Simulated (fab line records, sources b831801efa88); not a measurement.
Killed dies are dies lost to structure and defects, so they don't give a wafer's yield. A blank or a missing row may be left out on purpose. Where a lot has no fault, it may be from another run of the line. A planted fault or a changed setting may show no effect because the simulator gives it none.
Which of the tools did it? | flow sky130 | 14 lots with 42 wafers sampled at 5 steps, on a route of 708 steps

== WHAT THE GAUGES READ, wafer by wafer ==
SKY_FIELD_ISO_BOW_MEAS_00.
lot  | measured    | on           | INCOMING_BOW (um)
L336 | day 1 10:02 | filmMetro-01 | -4 9 4
L337 | day 1 15:01 | filmMetro-03 | -1 5 4
L339 | day 2 01:01 | filmMetro-01 | -3 -2 2
L341 | day 2 11:00 | filmMetro-04 | 14 -16 8
L342 | day 2 16:00 | filmMetro-04 | -10 10 10
L343 | day 2 21:00 | filmMetro-04 | 0 -6 -3
L345 | day 3 07:02 | filmMetro-01 | 1 1 11
L348 | day 3 22:04 | filmMetro-04 | 12 -6 -9
L349 | day 4 03:00 | filmMetro-03 | -1 4 3
L354 | day 5 04:00 | filmMetro-03 | 6 13 -6
L355 | day 5 09:00 | filmMetro-03 | -4 -2 -13
L356 | day 5 14:00 | filmMetro-03 | -10 -1 8
L358 | day 6 00:02 | filmMetro-04 | -1 -2 1
L359 | day 6 05:01 | filmMetro-03 | -4 9 3

SKY_FIELD_ISO_CD_MEAS_13 targets a cd of 150 nm.
lot  | measured    | on       | cdNm (nm)
L336 | day 2 03:40 | cdSem-02 | 147.8 148.2 146.7
L337 | day 2 10:06 | cdSem-01 | 148.7 148.1 149.8
L339 | day 2 19:50 | cdSem-02 | 148.9 147.4 148.2
L341 | day 3 06:28 | cdSem-01 | 149.8 149.3 150.3
L342 | day 3 12:43 | cdSem-01 | 148.9 148.8 149.6
L343 | day 3 16:34 | cdSem-01 | 148.6 146.8 149.2
L345 | day 4 03:04 | cdSem-02 | 151.0 149.4 149.8
L348 | day 4 18:32 | cdSem-02 | 149.7 149.9 151.1
L349 | day 5 00:34 | cdSem-02 | 148.5 150.3 150.0
L354 | day 6 04:19 | cdSem-02 | 148.9 148.7 148.9
L355 | day 6 07:19 | cdSem-02 | 148.5 150.6 150.0
L356 | day 6 13:34 | cdSem-01 | 152.0 152.2 154.0
L358 | day 7 00:49 | cdSem-01 | 150.3 150.0 149.8
L359 | day 7 04:53 | cdSem-02 | 148.4 148.6 147.8

SKY_DNWELL_TW_MEAS_09.
lot  | measured    | on           | DNWELL_TW
L336 | day 3 05:29 | filmMetro-01 | 1112 1109 1108
L337 | day 3 08:56 | filmMetro-01 | 1108 1109 1113
L339 | day 3 17:40 | filmMetro-03 | 1117 1118 1115
L341 | day 4 10:13 | filmMetro-02 | 1114 1103 1106
L342 | day 4 14:58 | filmMetro-03 | 1118 1117 1118
L343 | day 4 19:16 | filmMetro-03 | 1123 1116 1121
L345 | day 5 04:20 | filmMetro-01 | 1111 1109 1108
L348 | day 5 20:00 | filmMetro-03 | 30 30 30 30 30 30
L349 | day 6 02:01 | filmMetro-03 | 30 30 30 30 30 30
L354 | day 7 06:40 | filmMetro-01 | 1110 1109 1109
L355 | day 7 09:40 | filmMetro-03 | 1118 1115 1110
L356 | day 7 15:25 | filmMetro-02 | 1118 1120 1113
L358 | day 8 09:11 | filmMetro-01 | 1119 1118 1113
L359 | day 8 08:47 | filmMetro-01 | 1113 1118 1111

SKY_VT_ADJUST_HVTP_OVL_MEAS_08.
lot  | measured     | on         | VT_ADJUST_HVTP_OVL (nm)
L336 | day 6 03:58  | overlay-01 | 1.8 2.7 3.3
L337 | day 6 07:15  | overlay-01 | 2.0 2.6 4.3
L339 | day 6 18:11  | overlay-01 | 0.2 0.2 -0.2
L341 | day 7 11:36  | overlay-01 | 1.0 1.4 0.7
L342 | day 7 18:53  | overlay-02 | 0.0 0.6 1.8
L343 | day 7 22:54  | overlay-02 | 2.3 1.1 0.2
L345 | day 8 10:21  | overlay-02 | 2.7 3.4 1.4
L354 | day 10 19:15 | overlay-01 | 1.4 0.4 2.0
L355 | day 10 23:30 | overlay-01 | 0.3 -0.3 -1.7
L356 | day 11 05:47 | overlay-02 | 1.2 1.4 1.6
L358 | day 12 03:31 | overlay-02 | 1.1 2.0 1.8
L359 | day 12 02:41 | overlay-02 | 3.6 2.6 2.8

== WHICH TOOL RAN EACH LOT (tool, then ch and the chambers of the sampled wafers, then the start) ==
lot  | SKY_DNWELL_DEVELOP_06
L336 | lithoTrack-03 ch 0, day 3 05:00
L337 | lithoTrack-02 ch 0, day 3 08:00
L339 | lithoTrack-04 ch 0, day 3 17:00
L341 | lithoTrack-03 ch 0, day 4 09:00
L342 | lithoTrack-04 ch 0, day 4 14:00
L343 | lithoTrack-04 ch 0, day 4 18:00
L345 | lithoTrack-03 ch 0, day 5 03:00
L348 | lithoTrack-03, day 5 19:00
L349 | lithoTrack-04, day 6 01:00
L354 | lithoTrack-02 ch 0, day 7 06:00
L355 | lithoTrack-04 ch 0, day 7 09:00
L356 | lithoTrack-02 ch 0, day 7 15:00
L358 | lithoTrack-02 ch 0, day 8 08:00
L359 | lithoTrack-03 ch 0, day 8 08:00
- SKY_DNWELL_DEVELOP_06: develop time 60 s.

== AS READ BY THE TOOLS THEMSELVES (means over the sampled wafers that have a number; for cases with no such wafer, the mark the record gives instead) ==
SKY_DNWELL_DEVELOP_06.
lot  | tool          | chillPlateTempC (C)
L336 | lithoTrack-03 | 23.13
L337 | lithoTrack-02 | 23.06
L339 | lithoTrack-04 | 22.84
L341 | lithoTrack-03 | 22.93
L342 | lithoTrack-04 | 22.92
L343 | lithoTrack-04 | 22.99
L345 | lithoTrack-03 | 22.98
L348 | lithoTrack-03 | -
L349 | lithoTrack-04 | -
L354 | lithoTrack-02 | 23.03
L355 | lithoTrack-04 | 23.07
L356 | lithoTrack-02 | 23.06
L358 | lithoTrack-02 | 23.05
L359 | lithoTrack-03 | 22.99

== THE ANSWER, worked out from the rows above alone ==
Rule: the lots themselves supply what counts as usual. The widest of any qualifying gaps counts: lots, ordered by their means at a reading, are off when they make up no more than a third of the lots, leave a main group of 4 or more, and stand apart from it by 3 or more times the standard deviation of that group's means. A main group whose means are all the same, to the digits that the tables above print for the reading, isn't used. Also off: a lot with no number at a reading for which 4 or more lots have one. The other lots that the step has rows for count as sound. The gauges are gone through in route order, then the tools' own readings, and for those a lot's mean is taken as printed above. At the first step where some lot is off, the reading lying furthest off is the one used; lots without a number count as furthest.
Off: at SKY_DNWELL_TW_MEAS_09 (DNWELL_TW), L348, L349. For the main group the mean is 1114 and the standard deviation 4.
A tool fits if, at a process step before that reading, it ran every lot that is off, and no sound lot after the first of them. The gauges at SKY_DNWELL_TW_MEAS_09 aren't tried: what is off there is off at SKY_DNWELL_DEVELOP_06 too, on other tools, and a gauge's error can't cause that. None of those tried fits.

== WHAT THE SIMULATOR HAD INSERTED ==
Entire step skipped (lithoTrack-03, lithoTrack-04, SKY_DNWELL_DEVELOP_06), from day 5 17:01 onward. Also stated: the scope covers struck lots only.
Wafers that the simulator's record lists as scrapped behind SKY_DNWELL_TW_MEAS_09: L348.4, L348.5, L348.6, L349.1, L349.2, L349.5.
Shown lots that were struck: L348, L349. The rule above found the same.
